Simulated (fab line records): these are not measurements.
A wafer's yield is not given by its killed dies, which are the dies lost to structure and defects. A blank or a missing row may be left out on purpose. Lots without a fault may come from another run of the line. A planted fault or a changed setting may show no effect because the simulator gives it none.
Split-lot study -- flow gf180mcu -- 23 wafers read across 5 lots, on a route 602 steps long

== ON THE SPLIT ==
At GF_VT_IMPLANT_IMPLANT_41, the setting energy_kev was moved away from the recipe's 70 on 11 of the 23 wafers read, by -5.4% to +3.3%. This setting was run at the recipe's value on the other wafers.

== BETWEEN THE SPLIT AND THE READING: the file shows 1 step in between ==
- GF_VT_IMPLANT_STRIP_42: strips in O2/N2

== THE READING ==
VT_IMPLANT_4_TW, at GF_VT_IMPLANT_TW_MEAS_43. A value of 694 with a standard deviation of 3.4 is what fault-free wafers of this fab line usually give.

wafer,"tool, chamber at the split",energy_kev as run,against the recipe,VT_IMPLANT_4_TW,against lot-mates on the recipe
L075.1,"implanter-03, 0",66.77,-4.6%,684,-14
L075.2,"implanter-03, 0",70,recipe,695,-
L075.3,"implanter-03, 0",70,recipe,701,-
L075.5,"implanter-03, 0",66.77,-4.6%,686,-12
L075.6,"implanter-03, 0",66.77,-4.6%,688,-10
L077.2,"implanter-01, 0",66.19,-5.4%,682,-10
L077.3,"implanter-01, 0",70,recipe,690,-
L077.4,"implanter-01, 0",70,recipe,694,-
L077.5,"implanter-01, 0",66.19,-5.4%,682,-10
L077.6,"implanter-01, 0",70,recipe,691,-
L080.1,"implanter-01, 0",70,recipe,688,-
L080.3,"implanter-01, 0",70,recipe,686,-
L080.6,"implanter-01, 0",70,recipe,690,-
L082.1,"implanter-04, 0",70,recipe,699,-
L082.2,"implanter-04, 0",72.3,+3.3%,706,+8
L082.3,"implanter-04, 0",70,recipe,698,-
L082.5,"implanter-04, 0",72.3,+3.3%,703,+4
L082.6,"implanter-04, 0",72.3,+3.3%,704,+6
L085.1,"implanter-03, 0",67.9,-3.0%,683,-11
L085.2,"implanter-03, 0",70,recipe,692,-
L085.3,"implanter-03, 0",67.9,-3.0%,685,-9
L085.5,"implanter-03, 0",67.9,-3.0%,692,-2
L085.6,"implanter-03, 0",70,recipe,696,-

FIT RESULTS
A straight line over all 23 wafers: VT_IMPLANT_4_TW changes by +2.29 for each +1% of energy_kev; r = +0.84; the points scatter about the line by 4.
The same after taking each lot's own level away (the mean of its wafers on the recipe; 23 wafers): +2.11 for each +1%; r = +0.92; scatter 2.4.
Per that fit: largest energy_kev move, reading shift of 11.
The lots' own levels span 688.0 to 698.5, that is 3.1 times the standard deviation above.
Consequently the slope shifts little with the lot-to-lot level, the two slopes agreeing.
Check: for one of the wafers moved furthest among these (-5.4%), held out of the fit, the line's prediction against its lot-mates is -12.3. Against them it came out at -9.67.

== THESE WAFERS: OTHER SPLITS ==
Before the reading, these wafers also passed through other splits. Each is held against what the fit with the lots' levels taken away leaves over:
other split on the same wafers,wafers away from the commonest value,r with VT_IMPLANT_4_TW (lot level and that fit taken away)
GF_STI_CVD_03 time_s,15,-0.08
GF_STI_PEB_10 peb_temp_c,5,+0.20
GF_LVPWELL_IMPLANT_09 energy_kev,6,-0.06
GF_MVSD_STRIP_10 o2_flow_sccm,7,+0.05
GF_VT_IMPLANT_COAT_02 resist_thk_nm,9,+0.04
GF_VT_IMPLANT_IMPLANT_08 dose_cm2,9,+0.18
GF_VT_IMPLANT_COAT_13 spin_rpm,8,+0.33
GF_VT_IMPLANT_EXPOSE_26 dose_mj,10,-0.26

== THE WHOLE CHAIN: every reading that the file lists as answering this split, in the file's order ==
step,what it does,reading,change (the file's fit),r (the file's)
GF_VT_IMPLANT_IMPLANT_41,,"implant.rp_nm (the simulator's own value, which no gauge read)",+0.365 nm for each +1% of the setting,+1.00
GF_VT_IMPLANT_IMPLANT_41,,"implant.drp_nm (the simulator's own value, which no gauge read)",+0.141 nm for each +1% of the setting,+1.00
GF_VT_IMPLANT_TW_MEAS_43,,VT_IMPLANT_4_TW,+2.13 for each +1% of the setting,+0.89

== THE FILE'S OWN FIT ==
VT_IMPLANT_4_TW changes by +2.13 for each +1% of energy_kev, r = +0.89.
